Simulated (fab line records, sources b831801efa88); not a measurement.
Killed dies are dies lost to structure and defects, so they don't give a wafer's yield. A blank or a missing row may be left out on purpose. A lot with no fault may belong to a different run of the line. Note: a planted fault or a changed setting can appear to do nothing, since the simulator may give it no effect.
Tool commonality check / flow sky130 / Sample size 11 lots and 33 wafers

THE REASON FOR OPENING IT
Of 11 lots, 1 have the reading LDD_HVN_TW flagged at SKY_LDD_HVN_TW_MEAS_10. Fault-free wafers read 1441, with a standard deviation of 6.4.
Rule: flag the lot when none of its wafers has a number, or when each of its wafers that has one lies beyond 4 standard deviations from that mean. All remaining lots are regarded as sound.

lot=L993; measured=day 20 12:57; on=film metro-03; LDD_HVN_TW, wafer by wafer=1450 1445 1447; flag=
lot=L998; measured=day 22 08:57; on=film metro-02; LDD_HVN_TW, wafer by wafer=30 30 30; flag=FLAGGED
lot=L103; measured=day 24 01:52; on=film metro-03; LDD_HVN_TW, wafer by wafer=1445 1443 1453; flag=
lot=L104; measured=day 24 08:48; on=film metro-01; LDD_HVN_TW, wafer by wafer=1450 1445 1454; flag=
lot=L107; measured=day 25 08:41; on=film metro-01; LDD_HVN_TW, wafer by wafer=1442 1447 1441; flag=
lot=L108; measured=day 25 19:14; on=film metro-03; LDD_HVN_TW, wafer by wafer=1441 1438 1432; flag=
lot=L109; measured=day 26 00:43; on=film metro-03; LDD_HVN_TW, wafer by wafer=1437 1430 1432; flag=
lot=L111; measured=day 26 22:18; on=film metro-01; LDD_HVN_TW, wafer by wafer=1438 1435 1441; flag=
lot=L112; measured=day 27 06:15; on=film metro-01; LDD_HVN_TW, wafer by wafer=1435 1440 1441; flag=
lot=L114; measured=day 27 13:42; on=film metro-02; LDD_HVN_TW, wafer by wafer=1431 1432 1445; flag=
lot=L116; measured=day 28 08:32; on=film metro-01; LDD_HVN_TW, wafer by wafer=1443 1451 1450; flag=
Averaged over the flagged lots the numbers come to 30, -1411 from the usual (-99 or more standard deviations).

LOT BY LOT: THE TOOL USED
The record holds 2 process steps before the reading, out of a route of 708 steps. Each cell gives the tool, then ch followed by the chambers the sampled wafers passed through, then the start.
lot=L993; flag=; SKY_LDD_P_STRIP_10=plasma asher-01 ch 1, day 19 05:46; SKY_LDD_HVN_EXPOSE_04=iline stepper-02 ch 0, day 19 21:26
lot=L998; flag=FLAGGED; SKY_LDD_P_STRIP_10=plasma asher-03 ch 0,1, day 21 02:08; SKY_LDD_HVN_EXPOSE_04=iline stepper-01 ch 0, day 21 17:47
lot=L103; flag=; SKY_LDD_P_STRIP_10=plasma asher-02 ch 0,1, day 22 19:13; SKY_LDD_HVN_EXPOSE_04=iline stepper-02 ch 0, day 23 10:53
lot=L104; flag=; SKY_LDD_P_STRIP_10=plasma asher-03 ch 0, day 23 02:46; SKY_LDD_HVN_EXPOSE_04=iline stepper-01 ch 0, day 23 17:31
lot=L107; flag=; SKY_LDD_P_STRIP_10=plasma asher-03 ch 0,1, day 24 02:58; SKY_LDD_HVN_EXPOSE_04=iline stepper-02 ch 0, day 24 18:02
lot=L108; flag=; SKY_LDD_P_STRIP_10=plasma asher-01 ch 0,1, day 24 13:43; SKY_LDD_HVN_EXPOSE_04=iline stepper-02 ch 0, day 25 04:04
lot=L109; flag=; SKY_LDD_P_STRIP_10=plasma asher-01 ch 0,1, day 24 18:52; SKY_LDD_HVN_EXPOSE_04=iline stepper-01 ch 0, day 25 09:39
lot=L111; flag=; SKY_LDD_P_STRIP_10=plasma asher-01 ch 0,1, day 25 17:23; SKY_LDD_HVN_EXPOSE_04=iline stepper-01 ch 0, day 26 08:11
lot=L112; flag=; SKY_LDD_P_STRIP_10=plasma asher-01 ch 0,1, day 26 00:56; SKY_LDD_HVN_EXPOSE_04=iline stepper-01 ch 0, day 26 15:17
lot=L114; flag=; SKY_LDD_P_STRIP_10=plasma asher-01 ch 0,1, day 26 08:46; SKY_LDD_HVN_EXPOSE_04=iline stepper-01 ch 0, day 26 23:05
lot=L116; flag=; SKY_LDD_P_STRIP_10=plasma asher-01 ch 0,1, day 27 03:38; SKY_LDD_HVN_EXPOSE_04=iline stepper-01 ch 0, day 27 17:34
What is done by these steps:
- SKY_LDD_P_STRIP_10: strips in O2/N2.
- SKY_LDD_HVN_EXPOSE_04: exposes mask HVNTM, target cd 700 nm.
- SKY_LDD_HVN_TW_MEAS_10

FLAGGED AGAINST TOTAL, ONE TOOL AT A TIME (gauges that did the reading follow at the end)
step=SKY_LDD_P_STRIP_10; tool=plasma asher-01; lots run=7; flagged=0; share of the flagged lots=none; sound lots run after its first flagged lot=-
step=SKY_LDD_P_STRIP_10; tool=plasma asher-02; lots run=1; flagged=0; share of the flagged lots=none; sound lots run after its first flagged lot=-
step=SKY_LDD_P_STRIP_10; tool=plasma asher-03; lots run=3; flagged=1; share of the flagged lots=all; sound lots run after its first flagged lot=2 (L104,L107)
step=SKY_LDD_HVN_EXPOSE_04; tool=iline stepper-01; lots run=7; flagged=1; share of the flagged lots=all; sound lots run after its first flagged lot=6 (L104,L109,L111,L112,L114,L116)
step=SKY_LDD_HVN_EXPOSE_04; tool=iline stepper-02; lots run=4; flagged=0; share of the flagged lots=none; sound lots run after its first flagged lot=-
step=SKY_LDD_HVN_TW_MEAS_10; tool=film metro-01; lots run=5; flagged=0; share of the flagged lots=none; sound lots run after its first flagged lot=-
step=SKY_LDD_HVN_TW_MEAS_10; tool=film metro-02; lots run=2; flagged=1; share of the flagged lots=all; sound lots run after its first flagged lot=1 (L114)
step=SKY_LDD_HVN_TW_MEAS_10; tool=film metro-03; lots run=4; flagged=0; share of the flagged lots=none; sound lots run after its first flagged lot=-

WHAT THE TABLE ALLOWS
In the table, 3 rows ran each flagged lot (plasma asher-03 at SKY_LDD_P_STRIP_10; iline stepper-01 at SKY_LDD_HVN_EXPOSE_04; film metro-02 at SKY_LDD_HVN_TW_MEAS_10).
- plasma asher-03 at SKY_LDD_P_STRIP_10 ran 3 lots, 1 of them flagged. Lots that were sound ran on it after the first flagged one (L104, L107); a persistent fault on the entire tool would not allow that.
- iline stepper-01 at SKY_LDD_HVN_EXPOSE_04 ran 7 lots, 1 of them flagged. Lots that were sound ran on it after the first flagged one (L104, L109, L111, L112, L114, L116); a persistent fault on the entire tool would not allow that.
- film metro-02 at SKY_LDD_HVN_TW_MEAS_10 ran 2 lots, 1 of them flagged. Lots that were sound ran on it after the first flagged one (L114); a persistent fault on the entire tool would not allow that.
No row of the table ran every flagged lot and no sound lot after the first.

WHAT WAS PUT IN BY THE SIMULATOR
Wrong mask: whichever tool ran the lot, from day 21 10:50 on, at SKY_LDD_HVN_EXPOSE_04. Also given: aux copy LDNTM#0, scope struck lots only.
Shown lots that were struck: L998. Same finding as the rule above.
